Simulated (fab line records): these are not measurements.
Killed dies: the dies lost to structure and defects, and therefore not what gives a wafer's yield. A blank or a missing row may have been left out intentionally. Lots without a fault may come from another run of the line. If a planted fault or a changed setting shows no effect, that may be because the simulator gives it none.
A single fault, viewed from 2 desks | flow sky130 | what lay behind the numbers comes last; until then each desk has only its own

## FOR THE TOOL OWNER'S DESK: lpcvd-03
The tool's own readings at SKY_SONOS_ONO_CVD_04 (deposits SiO2 from SiH4/N2O, target thk 5.7199 nm): means of the sampled wafers that have a number, for each lot that ran on this tool. Any lot whose mean is over 4 standard deviations away from the usual mean is out of limits and marked OUT; that distance is given in the brackets.
Columns: A = zonePowerUpperPct at SKY_SONOS_ONO_CVD_04, usual 18.7 %
lot  | first seen here | A
L804 | day 11 17:41    | 18.7
L805 | day 12 04:46    | 19.0
L806 | day 12 10:10    | 19.0
L807 | day 12 12:59    | 18.5
L808 | day 13 11:27    | 18.6
L809 | day 13 18:37    | 19.1
L810 | day 14 00:51    | 18.6
L811 | day 14 07:48    | 18.5
L815 | day 15 15:40    | 18.5
L816 | day 15 21:38    | 19.0
L817 | day 16 06:15    | 19.1
L818 | day 16 15:39    | 18.3
L819 | day 16 20:20    | 19.0
L826 | day 19 05:30    | 18.6
This desk found nothing out of limits on any of the 14 lots.

## AT THE METROLOGY DESK
Means of the sampled wafers that have a number, per lot and without regard to the tool the lot ran on: this is what the gauges read. Any lot whose mean is over 4 standard deviations away from the usual mean is out of limits and marked OUT; that distance is given in the brackets.
Columns: A = FIELD_ISO_CVD_24_THK at SKY_FIELD_ISO_THK_MEAS_25, usual 593 nm; B = VT_ADJUST_PCH_TW at SKY_VT_ADJUST_PCH_TW_MEAS_10, usual 142.5; C = SONOS_ONO_CVD_04_THK at SKY_SONOS_ONO_THK_MEAS_05, usual 5.73 nm; D = LDD_P_TW at SKY_LDD_P_TW_MEAS_11, usual 632
lot  | first seen here | A   | B     | C              | D
L804 | day 2 12:17     | 591 | 142.3 | 5.68           | 624
L805 | day 2 18:21     | 595 | 142.3 | 5.60           | 626
L806 | day 2 22:28     | 596 | 142.4 | 5.66           | 635
L807 | day 3 05:01     | 593 | 143.9 | 5.86           | 631
L808 | day 3 09:57     | 601 | 142.8 | 5.86           | 631
L809 | day 3 17:54     | 588 | 142.5 | 5.74           | 636
L810 | day 3 22:31     | 595 | 142.2 | 5.89           | 633
L811 | day 4 03:38     | 598 | 143.0 | 5.89           | 637
L815 | day 4 23:47     | 595 | 142.2 | 5.68           | 632
L816 | day 5 05:49     | 591 | 142.9 | 5.67           | 636
L817 | day 5 11:23     | 590 | 142.7 | 8.32 (+26) OUT | 635
L818 | day 5 15:31     | 595 | 142.3 | 8.23 (+25) OUT | 633
L819 | day 5 20:38     | 594 | 141.9 | 8.35 (+26) OUT | 633
L826 | day 7 06:15     | 595 | 143.3 | 5.77           | 633
This desk finds L817, L818, L819 out of limits, with the earliest case on L817 at day 16 07:30 (SONOS_ONO_CVD_04_THK at SKY_SONOS_ONO_THK_MEAS_05). In limits: L804, L805, L806, L807, L808, L809, L810, L811, L815, L816, L826.

## BROUGHT TOGETHER
Metrology desk: alarm possible at day 16 07:30 on L817, L818, L819.
Nothing out of limits was seen by the tool owner's desk.
Tool owner's desk: L817, L818, L819 on record, inside its limits.
Of the lots named, all ran SKY_SONOS_ONO_CVD_04 on lpcvd-03.

## WHAT HAD BEEN PUT IN BY THE SIMULATOR
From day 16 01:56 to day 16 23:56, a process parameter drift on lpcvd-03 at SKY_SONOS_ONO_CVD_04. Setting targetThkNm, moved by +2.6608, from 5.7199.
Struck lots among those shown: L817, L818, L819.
Hours from the fault's start to each desk's first reading out of limits: the metrology desk, 6.
